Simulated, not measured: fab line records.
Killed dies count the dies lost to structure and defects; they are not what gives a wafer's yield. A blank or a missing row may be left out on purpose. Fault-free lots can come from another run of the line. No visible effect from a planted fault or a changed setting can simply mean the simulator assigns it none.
fab line records    flow sky130    part 1 of 2: steps 1 to 25 of 35
[record] lots = 5  wafers = 15  last_day = 49
route steps=708 shown LDD_HVP@285 LDD_LDN@289 SPACER@304 POLY_CUT@307
lots with no fault: from the same line, run without faults
start_h: start of the lot's first displayed wafer, in hours after the record's first day    wait_h: hours from the lot's prior step to this one    " repeats the value in the row above    L1.1+2: several wafers, shown together as one row    - value missing, or start not given    * or withheld: withheld    < > ~ a bound
route shown NAME@n: names a module that has steps shown in the file, with the first one's number in the route    usual: mean/standard deviation taken from wafers without a fault    same: alike in all rows    chamber/n: place in a boat    sites: each site's reading    _std_site: standard deviation of those values    _edge_site: inner sites' mean taken away from outer sites' mean    radius_mm: how far each site lies from the wafer's centre    mask NAME#n: copy n    behind: tool/chamber where the wafer was last shaped    hold: cause of the lot's hold/its duration in hours/its outcome    device: the transistor (n, p or np) that didn't switch    end of line: tests run on the same wafers once the route is complete    for a step that has no rows: nothing shown but its recipe    killed: not the wafer's yield, but the dies lost to structure and defects at the first sort    map: shows each die of a wafer: x if killed, . if not, _ if none is there
set.NAME: the setting as run; set.NAME@STEP: as run at that earlier step    model.NAME: the simulator's own value behind a step, which no gauge read
lots seen at some steps along the route; tables by step, rows by wafer
services: when a tool's chamber went out of use (start_h, in hours from the record's first day, below 0 if earlier), for how many hours, and the reason
[[steps]]
[step SKY_LDD_HVP_OVL_MEAS_07]
[usual] LDD_HVP_OVL = -0.3/1.2
lot.wafer  tool        chamber  start_h  wait_h  LDD_HVP_OVL[nm]
L075.1     overlay-02  -        506.18   0.1     -2.4
L075.3     "           -        "        "       -1.5
L075.4     "           -        "        "       -1.2
L077.2     overlay-01  -        518.18   0.1     -1.2
L077.3     "           -        "        "       -1.7
L077.6     "           -        "        "       -3.2
L078.1     overlay-01  -        533.68   0.1     1.0
L078.2     "           -        "        "       -0.3
L078.4     "           -        "        "       0.0
L090.1     overlay-02  -        633.43   0.1     -2.6
L090.5     "           -        "        "       -0.8
L090.6     "           -        "        "       1.2
L094.1     overlay-02  -        669.83   0.1     -0.9
L094.2     "           -        "        "       -0.9
L094.5     "           -        "        "       -1.2
[step SKY_LDD_HVP_IMPLANT_08]
[recipe] species = B  energy_kev = 20  dose_cm2 = 1.7e+13  tilt_deg = 17.9
[usual] end_station_pressure_torr = 5.09e-06/2.4e-07
[same] implant_ion_amu = 11
lot.wafer  tool          chamber  start_h  wait_h  end_station_pressure_torr
L075.1     implanter-02  0        506.22   0.0     4.68e-06
L075.3     "             0        "        "       5.05e-06
L075.4     "             0        "        "       5.29e-06
L077.2     implanter-02  0        518.24   0.0     5.27e-06
L077.3     "             0        "        "       5.47e-06
L077.6     "             0        "        "       5.27e-06
L078.1     implanter-03  0        533.72   0.0     5.02e-06
L078.2     "             0        "        "       4.92e-06
L078.4     "             0        "        "       4.84e-06
L090.1     implanter-04  0        633.47   0.0     4.99e-06
L090.5     "             0        "        "       4.8e-06
L090.6     "             0        "        "       5.1e-06
L094.1     implanter-04  0        669.87   0.0     5.2e-06
L094.2     "             0        "        "       4.77e-06
L094.5     "             0        "        "       5.19e-06
[step SKY_LDD_HVP_STRIP_09]
[recipe] chemistry = O2/N2  power_w = 1400  pressure_mtorr = 1500  platen_temp_c = withheld  o2_flow_sccm = 3000  n2_flow_sccm = 300  overash_fraction = 0.5
[usual] drypump_motor_current_A = 5.6/0.53  o2_flow_sccm = 3000/8  oes_product_au = 0.409/0.005  strip_time_to_endpoint_s = 4.134/0.015
lot.wafer  tool             chamber  start_h  wait_h  drypump_motor_current_A  o2_flow_sccm  oes_product_au  rf_hours_counter_h  strip_time_to_endpoint_s
L075.1     plasma_asher-02  0        506.37   0.1     5.0                      2992          0.410           38                  4.128
L075.3     "                1        "        "       6.1                      3002          0.416           -                   4.145
L075.4     "                0        "        "       5.0                      2985          0.412           -                   4.119
L077.2     plasma_asher-02  1        518.36   0.1     6.1                      3004          0.416           39                  4.151
L077.3     "                0        "        "       5.0                      3011          0.410           -                   4.134
L077.6     "                1        "        "       6.1                      2996          0.412           -                   4.129
L078.1     plasma_asher-04  1        533.87   0.1     5.2                      3004          0.406           73                  4.133
L078.2     "                0        "        "       5.0                      2992          0.415           73                  4.146
L078.4     "                0        "        "       5.0                      2992          0.405           -                   4.139
L090.1     plasma_asher-02  0        633.62   0.1     5.0                      2999          0.413           49                  4.123
L090.5     "                0        "        "       5.0                      2990          0.420           -                   4.127
L090.6     "                1        "        "       6.1                      3017          0.408           -                   4.154
L094.1     plasma_asher-02  0        670.02   0.1     5.0                      3003          0.406           54                  4.134
L094.2     "                1        "        "       6.1                      3000          0.413           54                  4.130
L094.5     "                0        "        "       5.0                      3004          0.405           -                   4.140
[step SKY_LDD_HVP_TW_MEAS_10]
[usual] LDD_HVP_TW = 457/7.5
lot.wafer  tool           chamber  start_h  wait_h  LDD_HVP_TW
L075.1     film_metro-03  -        506.47   0.1     449
L075.3     "              -        "        "       450
L075.4     "              -        "        "       450
L077.2     film_metro-01  -        518.47   0.1     463
L077.3     "              -        "        "       464
L077.6     "              -        "        "       465
L078.1     film_metro-03  -        533.97   0.1     451
L078.2     "              -        "        "       452
L078.4     "              -        "        "       448
L090.1     film_metro-03  -        633.72   0.1     449
L090.5     "              -        "        "       447
L090.6     "              -        "        "       447
L094.1     film_metro-03  -        670.12   0.1     450
L094.2     "              -        "        "       449
L094.5     "              -        "        "       448
[step SKY_LDD_LDN_DEHYDRATE_00]
[recipe] temp_c = 200  time_s = 60
[usual] heater_power_total_W = 160.37/0.13
lot.wafer  tool            chamber  start_h  wait_h  heater_power_total_W
L075.1     litho_track-02  0        521.28   14.8    160.26
L075.3     "               0        "        "       160.33
L075.4     "               0        "        "       160.31
L077.2     litho_track-04  0        533.36   14.9    160.44
L077.3     "               0        "        "       160.20
L077.6     "               0        "        "       160.18
L078.1     litho_track-03  0        546.83   12.8    160.38
L078.2     "               0        "        "       160.23
L078.4     "               0        "        "       160.49
L090.1     litho_track-03  0        646.78   13.1    160.17
L090.5     "               0        "        "       160.30
L090.6     "               0        "        "       160.33
L094.1     litho_track-02  0        684.08   14.0    160.27
L094.2     "               0        "        "       160.31
L094.5     "               0        "        "       160.55
[step SKY_LDD_LDN_HMDS_01]
[recipe] prime_time_s = 60  prime_temp_c = 120
lot.wafer   tool            chamber  start_h  wait_h
L075.1+3+4  litho_track-02  0        521.43   0.1
L077.2+3+6  litho_track-04  0        533.51   0.1
L078.1+2+4  litho_track-03  0        546.98   0.1
L090.1+5+6  litho_track-03  0        646.93   0.1
L094.1+2+5  litho_track-02  0        684.23   0.1
[step SKY_LDD_LDN_COAT_02]
[recipe] resist = NOVOLAK  spin_rpm = 3000  resist_thk_nm = 1140
[usual] spin_speed_rpm = 3000.4/2.1
lot.wafer  tool            chamber  start_h  wait_h  spin_speed_rpm
L075.1     litho_track-02  0        521.58   0.1     3004.0
L075.3     "               0        "        "       2999.7
L075.4     "               0        "        "       3000.7
L077.2     litho_track-04  0        533.66   0.1     2996.7
L077.3     "               0        "        "       2998.4
L077.6     "               0        "        "       3001.2
L078.1     litho_track-03  0        547.13   0.1     2999.2
L078.2     "               0        "        "       3003.3
L078.4     "               0        "        "       3000.1
L090.1     litho_track-03  0        647.08   0.1     2999.7
L090.5     "               0        "        "       2997.1
L090.6     "               0        "        "       2999.1
L094.1     litho_track-02  0        684.38   0.1     3002.8
L094.2     "               0        "        "       2998.1
L094.5     "               0        "        "       2999.7
[step SKY_LDD_LDN_SOFTBAKE_03]
[recipe] temp_c = 90  time_s = 60  resist = NOVOLAK
[usual] heater_power_total_W = 56.60/0.043
lot.wafer  tool            chamber  start_h  wait_h  heater_power_total_W
L075.1     litho_track-02  0        521.73   0.1     56.52
L075.3     "               0        "        "       56.58
L075.4     "               0        "        "       56.60
L077.2     litho_track-04  0        533.81   0.1     56.59
L077.3     "               0        "        "       56.53
L077.6     "               0        "        "       56.62
L078.1     litho_track-03  0        547.28   0.1     56.67
L078.2     "               0        "        "       56.59
L078.4     "               0        "        "       56.53
L090.1     litho_track-03  0        647.23   0.1     56.58
L090.5     "               0        "        "       56.63
L090.6     "               0        "        "       56.56
L094.1     litho_track-02  0        684.53   0.1     56.54
L094.2     "               0        "        "       56.59
L094.5     "               0        "        "       56.65
[step SKY_LDD_LDN_EXPOSE_04]
[recipe] mask_id = LDNTM  na = 0.6  source_shape = conventional  sigma_outer = 0.6  polarization = unpolarized  target_cd_nm = 700  dose_mj = 140
[same] sigma_outer = 0.6
lot.wafer   tool              chamber  start_h  wait_h  mask
L075.1+3+4  iline_stepper-01  0        -        -       LDNTM#0
L077.2+3+6  iline_stepper-01  0        -        -       LDNTM#0
L078.1+2+4  iline_stepper-02  0        -        -       LDNTM#0
L090.1+5+6  iline_stepper-01  0        -        -       LDNTM#0
L094.1+2+5  iline_stepper-02  0        -        -       LDNTM#0
[step SKY_LDD_LDN_PEB_05]
[recipe] temp_c = withheld  time_s = *  resist = NOVOLAK
lot.wafer   tool            chamber  start_h  wait_h
L075.1+3+4  litho_track-03  0        -        -
L077.2+3+6  litho_track-02  0        -        -
L078.1+2+4  litho_track-02  0        -        -
L090.1+5+6  litho_track-02  0        -        -
L094.1+2+5  litho_track-04  0        -        -
[step SKY_LDD_LDN_DEVELOP_06]
[recipe] resist = NOVOLAK  developer = TMAH  develop_time_s = 60  dev_temp_c = 23
lot.wafer   tool            chamber  start_h  wait_h
L075.1+3+4  litho_track-03  0        536.78   0.1
L077.2+3+6  litho_track-02  0        547.40   0.1
L078.1+2+4  litho_track-02  0        562.88   0.1
L090.1+5+6  litho_track-02  0        660.78   0.1
L094.1+2+5  litho_track-04  0        697.84   0.1
[step SKY_LDD_LDN_OVL_MEAS_07]
[usual] LDD_LDN_OVL = 1.2/1.3
lot.wafer  tool        chamber  start_h  wait_h  LDD_LDN_OVL[nm]
L075.1     overlay-01  -        536.93   0.1     0.9
L075.3     "           -        "        "       0.0
L075.4     "           -        "        "       1.7
L077.2     overlay-01  -        547.54   0.1     1.6
L077.3     "           -        "        "       2.8
L077.6     "           -        "        "       2.6
L078.1     overlay-01  -        563.03   0.1     0.1
L078.2     "           -        "        "       -0.7
L078.4     "           -        "        "       -0.3
L090.1     overlay-01  -        660.93   0.1     -0.5
L090.5     "           -        "        "       -0.3
L090.6     "           -        "        "       -0.9
L094.1     overlay-01  -        697.99   0.1     1.9
L094.2     "           -        "        "       3.7
L094.5     "           -        "        "       4.3
[step SKY_LDD_LDN_IMPLANT_08]
[recipe] species = As  energy_kev = 15  dose_cm2 = 1.25e+13  tilt_deg = withheld  rotation_deg = 23
[usual] end_station_pressure_torr = 5.04e-06/2.9e-07
[same] implant_ion_amu = 75
lot.wafer  tool          chamber  start_h  wait_h  end_station_pressure_torr
L075.1     implanter-01  0        536.96   0.0     5.03e-06
L075.3     "             0        "        "       4.81e-06
L075.4     "             0        "        "       5.39e-06
L077.2     implanter-04  0        547.59   0.0     5.01e-06
L077.3     "             0        "        "       5.09e-06
L077.6     "             0        "        "       5.03e-06
L078.1     implanter-01  0        563.07   0.0     5.13e-06
L078.2     "             0        "        "       4.81e-06
L078.4     "             0        "        "       4.91e-06
L090.1     implanter-04  0        660.97   0.0     5.35e-06
L090.5     "             0        "        "       5.65e-06
L090.6     "             0        "        "       4.72e-06
L094.1     implanter-02  0        698.03   0.0     4.92e-06
L094.2     "             0        "        "       4.75e-06
L094.5     "             0        "        "       4.67e-06
[step SKY_LDD_LDN_IMPLANT_09]
[recipe] species = As  energy_kev = 15.17  dose_cm2 = 1.25e+13  tilt_deg = withheld  rotation_deg = 113
[usual] end_station_pressure_torr = 5.05e-06/2.6e-07
[same] implant_ion_amu = 75
lot.wafer  tool          chamber  start_h  wait_h  end_station_pressure_torr
L075.1     implanter-01  0        537.11   0.1     5.09e-06
L075.3     "             0        "        "       5.07e-06
L075.4     "             0        "        "       5.21e-06
L077.2     implanter-04  0        547.74   0.1     4.62e-06
L077.3     "             0        "        "       5.14e-06
L077.6     "             0        "        "       5.42e-06
L078.1     implanter-01  0        563.22   0.1     5.53e-06
L078.2     "             0        "        "       5.43e-06
L078.4     "             0        "        "       4.98e-06
L090.1     implanter-04  0        661.12   0.1     4.82e-06
L090.5     "             0        "        "       4.63e-06
L090.6     "             0        "        "       5.14e-06
L094.1     implanter-02  0        698.18   0.1     5.15e-06
L094.2     "             0        "        "       4.94e-06
L094.5     "             0        "        "       5.13e-06
[step SKY_LDD_LDN_IMPLANT_10]
[recipe] species = As  energy_kev = 15  dose_cm2 = 1.25e+13  tilt_deg = withheld  rotation_deg = 203
[usual] end_station_pressure_torr = 5.08e-06/2.8e-07
[same] implant_ion_amu = 75
lot.wafer  tool          chamber  start_h  wait_h  end_station_pressure_torr
L075.1     implanter-01  0        537.26   0.1     4.52e-06
L075.3     "             0        "        "       4.78e-06
L075.4     "             0        "        "       5.38e-06
L077.2     implanter-04  0        547.89   0.1     4.94e-06
L077.3     "             0        "        "       4.91e-06
L077.6     "             0        "        "       4.43e-06
L078.1     implanter-01  0        563.37   0.1     4.77e-06
L078.2     "             0        "        "       5e-06
L078.4     "             0        "        "       5.07e-06
L090.1     implanter-04  0        661.27   0.1     5.18e-06
L090.5     "             0        "        "       4.96e-06
L090.6     "             0        "        "       5.06e-06
L094.1     implanter-02  0        698.33   0.1     4.89e-06
L094.2     "             0        "        "       4.9e-06
L094.5     "             0        "        "       4.41e-06
[step SKY_LDD_LDN_IMPLANT_11]
[recipe] species = As  energy_kev = 15  dose_cm2 = 1.25e+13  tilt_deg = withheld  rotation_deg = 293
[usual] end_station_pressure_torr = 5.03e-06/2.7e-07
[same] implant_ion_amu = 75
lot.wafer  tool          chamber  start_h  wait_h  end_station_pressure_torr
L075.1     implanter-01  0        537.41   0.1     5.29e-06
L075.3     "             0        "        "       5.33e-06
L075.4     "             0        "        "       5.13e-06
L077.2     implanter-04  0        548.04   0.1     5.38e-06
L077.3     "             0        "        "       5e-06
L077.6     "             0        "        "       5.15e-06
L078.1     implanter-01  0        563.52   0.1     5.45e-06
L078.2     "             0        "        "       5.23e-06
L078.4     "             0        "        "       5.08e-06
L090.1     implanter-04  0        661.42   0.1     5.46e-06
L090.5     "             0        "        "       4.93e-06
L090.6     "             0        "        "       4.67e-06
L094.1     implanter-02  0        698.48   0.1     4.83e-06
L094.2     "             0        "        "       5.24e-06
L094.5     "             0        "        "       5.26e-06
[step SKY_LDD_LDN_STRIP_12]
[recipe] chemistry = O2/N2  power_w = 1400  pressure_mtorr = 1500  platen_temp_c = withheld  o2_flow_sccm = 3000  n2_flow_sccm = 300  overash_fraction = 0.5
[usual] drypump_motor_current_A = 5.7/0.49  o2_flow_sccm = 2999/10  oes_product_au = 0.716/0.0045  strip_time_to_endpoint_s = 14.19/0.037
lot.wafer  tool             chamber  start_h  wait_h  drypump_motor_current_A  o2_flow_sccm  oes_product_au  rf_hours_counter_h  strip_time_to_endpoint_s
L075.1     plasma_asher-01  1        537.56   0.1     5.6                      2994          0.720           11                  14.19
L075.3     "                0        "        "       6.3                      3014          0.716           -                   14.23
L075.4     "                1        "        "       5.7                      3003          0.710           -                   14.16
L077.2     plasma_asher-02  1        548.17   0.1     6.1                      2994          0.714           42                  14.22
L077.3     "                1        "        "       6.1                      2993          0.706           -                   14.16
L077.6     "                0        "        "       5.0                      3011          0.711           -                   14.16
L078.1     plasma_asher-02  1        563.67   0.1     6.1                      2991          0.719           44                  14.17
L078.2     "                0        "        "       5.0                      3001          0.724           44                  14.21
L078.4     "                0        "        "       5.0                      3017          0.718           -                   14.17
L090.1     plasma_asher-03  0        661.57   0.1     5.2                      2998          0.715           95                  14.16
L090.5     "                0        "        "       5.2                      2996          0.715           -                   14.16
L090.6     "                1        "        "       6.1                      2998          0.714           -                   14.20
L094.1     plasma_asher-02  1        698.63   0.1     6.1                      3014          0.711           56                  14.21
L094.2     "                0        "        "       5.0                      2991          0.717           56                  14.19
L094.5     "                1        "        "       6.1                      2999          0.717           -                   14.20
[step SKY_LDD_LDN_TW_MEAS_13]
[usual] LDD_LDN_TW = 1481/15
lot.wafer  tool           chamber  start_h  wait_h  LDD_LDN_TW
L075.1     film_metro-04  -        537.66   0.1     1483
L075.3     "              -        "        "       1479
L075.4     "              -        "        "       1488
L077.2     film_metro-04  -        548.28   0.1     1484
L077.3     "              -        "        "       1485
L077.6     "              -        "        "       1482
L078.1     film_metro-02  -        563.77   0.1     1494
L078.2     "              -        "        "       1486
L078.4     "              -        "        "       1493
L090.1     film_metro-04  -        661.67   0.1     1477
L090.5     "              -        "        "       1484
L090.6     "              -        "        "       1478
L094.1     film_metro-03  -        698.73   0.1     1449
L094.2     "              -        "        "       1467
L094.5     "              -        "        "       1463
[step SKY_LDD_LDN_CLEAN_14]
[recipe] chemistry = SC1/SC2  mix = 1:4:20  temp_c = 70  time_s = 150  dry = n2_spin
[usual] bath_guard_temp_C = 70.0/0.58
lot.wafer  tool          chamber  start_h  wait_h  bath_guard_temp_C
L075.1     wet_bench-03  2        537.72   0.1     70.4
L075.3     "             2        "        "       70.4
L075.4     "             2        "        "       70.6
L077.2     wet_bench-02  1        548.33   0.0     70.3
L077.3     "             1        "        "       70.3
L077.6     "             1        "        "       70.3
L078.1     wet_bench-03  1        563.83   0.1     70.6
L078.2     "             1        "        "       70.6
L078.4     "             1        "        "       70.6
L090.1     wet_bench-03  1        661.73   0.1     70.6
L090.5     "             1        "        "       70.7
L090.6     "             1        "        "       70.6
L094.1     wet_bench-03  3        698.79   0.1     69.8
L094.2     "             3        "        "       70.0
L094.5     "             3        "        "       69.6
[step SKY_SPACER_CVD_00]
[recipe] material = Si3N4  precursor = DCS/NH3  target_thk_nm = 43.1  temp_c = 770  time_s = 740  pressure_mtorr = 250
[usual] spike_tc_lower_C = 770.6/1.1
lot.wafer  tool      chamber  start_h  wait_h  spike_tc_lower_C
L075.1     lpcvd-02  0        544.12   6.3     769.6
L075.3     "         0        "        "       770.0
L075.4     "         0        "        "       770.5
L077.2     lpcvd-02  1        548.43   0.0     769.4
L077.3     "         1        "        "       770.7
L077.6     "         1        "        "       770.5
L078.1     lpcvd-02  0        563.88   0.0     771.6
L078.2     "         0        "        "       771.6
L078.4     "         0        "        "       771.2
L090.1     lpcvd-02  1        661.78   0.0     768.4
L090.5     "         1        "        "       771.1
L090.6     "         1        "        "       771.0
L094.1     lpcvd-02  1        702.48   3.6     768.2
L094.2     "         1        "        "       771.1
L094.5     "         1        "        "       771.3
[step SKY_SPACER_THK_MEAS_01]
[recipe] reads = Si3N4_of_SPACER_CVD_00
[usual] SPACER_CVD_00_THK = 43.1/0.49
lot.wafer  tool           chamber  start_h  wait_h  SPACER_CVD_00_THK[nm]
L075.1     film_metro-04  -        545.33   0.0     42.8
L075.3     "              -        "        "       43.0
L075.4     "              -        "        "       42.6
L077.2     film_metro-01  -        549.64   0.0     43.4
L077.3     "              -        "        "       43.4
L077.6     "              -        "        "       43.3
L078.1     film_metro-04  -        565.09   0.0     43.2
L078.2     "              -        "        "       43.2
L078.4     "              -        "        "       43.6
L090.1     film_metro-02  -        662.98   0.0     43.7
L090.5     "              -        "        "       43.7
L090.6     "              -        "        "       43.8
L094.1     film_metro-02  -        703.69   0.0     42.4
L094.2     "              -        "        "       42.4
L094.5     "              -        "        "       42.9
[step SKY_SPACER_ETCHBACK_02]
[recipe] chemistry = CH3F/O2  target = Si3N4  stop_on = SiO2  source_w = 400  bias_w = 80  pressure_mtorr = 25  ch3f_flow_sccm = 40  O2_flow_sccm = 30  time_s = 46.7  target_depth_a = 450
[usual] drypump_motor_current_A = 5.8/0.57  oes_product_au = 0.854/0.0071  throttle_valve_pct = 10.563/0.0088
lot.wafer  tool         chamber  start_h  wait_h  drypump_motor_current_A  oes_product_au  rf_hours_counter_h  throttle_valve_pct
L075.1     rie_diel-04  3        545.39   0.1     5.9                      0.847           6                   10.570
L075.3     "            3        "        "       5.9                      0.856           -                   10.554
L075.4     "            0        "        "       5.7                      0.853           -                   10.562
L077.2     rie_diel-03  0        549.69   0.0     5.7                      0.852           21                  10.575
L077.3     "            2        "        "       6.0                      0.860           7                   10.568
L077.6     "            3        "        "       6.3                      0.852           -                   10.583
L078.1     rie_diel-02  3        565.15   0.1     4.7                      0.855           49                  10.548
L078.2     "            1        "        "       6.5                      0.850           7                   10.556
L078.4     "            2        "        "       5.4                      0.858           43                  10.554
L090.1     rie_diel-03  3        663.04   0.1     6.3                      0.867           2                   10.569
L090.5     "            3        "        "       6.3                      0.858           -                   10.563
L090.6     "            2        "        "       6.0                      0.858           -                   10.565
L094.1     rie_diel-02  1        703.75   0.1     6.5                      0.847           9                   10.544
L094.2     "            0        "        "       4.8                      0.842           1                   10.549
L094.5     "            1        "        "       6.5                      0.845           -                   10.555
[step SKY_POLY_CUT_DEHYDRATE_00]
[recipe] temp_c = 200  time_s = 60
[usual] heater_power_total_W = 160.37/0.13
lot.wafer  tool            chamber  start_h  wait_h  heater_power_total_W
L075.1     litho_track-01  0        558.93   13.5    160.38
L075.3     "               0        "        "       160.41
L075.4     "               0        "        "       160.33
L077.2     litho_track-03  0        564.80   15.1    160.20
L077.3     "               0        "        "       160.39
L077.6     "               0        "        "       160.25
L078.1     litho_track-04  0        578.94   13.8    160.38
L078.2     "               0        "        "       160.17
L078.4     "               0        "        "       160.20
L090.1     litho_track-04  0        676.44   13.4    160.52
L090.5     "               0        "        "       160.23
L090.6     "               0        "        "       160.26
L094.1     litho_track-04  0        716.74   13.0    160.55
L094.2     "               0        "        "       160.24
L094.5     "               0        "        "       160.34
[step SKY_POLY_CUT_HMDS_01]
[recipe] prime_time_s = 60  prime_temp_c = 120
lot.wafer   tool            chamber  start_h  wait_h
L075.1+3+4  litho_track-01  0        559.08   0.1
L077.2+3+6  litho_track-03  0        564.95   0.1
L078.1+2+4  litho_track-04  0        579.09   0.1
L090.1+5+6  litho_track-04  0        676.59   0.1
L094.1+2+5  litho_track-04  0        716.89   0.1
[step SKY_POLY_CUT_COAT_02]
[recipe] resist = BARC  temp_c = withheld  time_s = withheld  spin_rpm = 3000  resist_thk_nm = 60
[usual] spin_speed_rpm = 3000.5/1.9
lot.wafer  tool            chamber  start_h  wait_h  spin_speed_rpm
L075.1     litho_track-01  0        559.23   0.1     3001.8
L075.3     "               0        "        "       3003.4
L075.4     "               0        "        "       3000.9
L077.2     litho_track-03  0        565.10   0.1     2998.5
L077.3     "               0        "        "       3002.4
L077.6     "               0        "        "       3002.8
L078.1     litho_track-04  0        579.24   0.1     3003.3
L078.2     "               0        "        "       3000.2
L078.4     "               0        "        "       2998.8
L090.1     litho_track-04  0        676.74   0.1     3001.3
L090.5     "               0        "        "       3004.1
L090.6     "               0        "        "       2999.1
L094.1     litho_track-04  0        717.04   0.1     2997.4
L094.2     "               0        "        "       3003.4
L094.5     "               0        "        "       3002.3
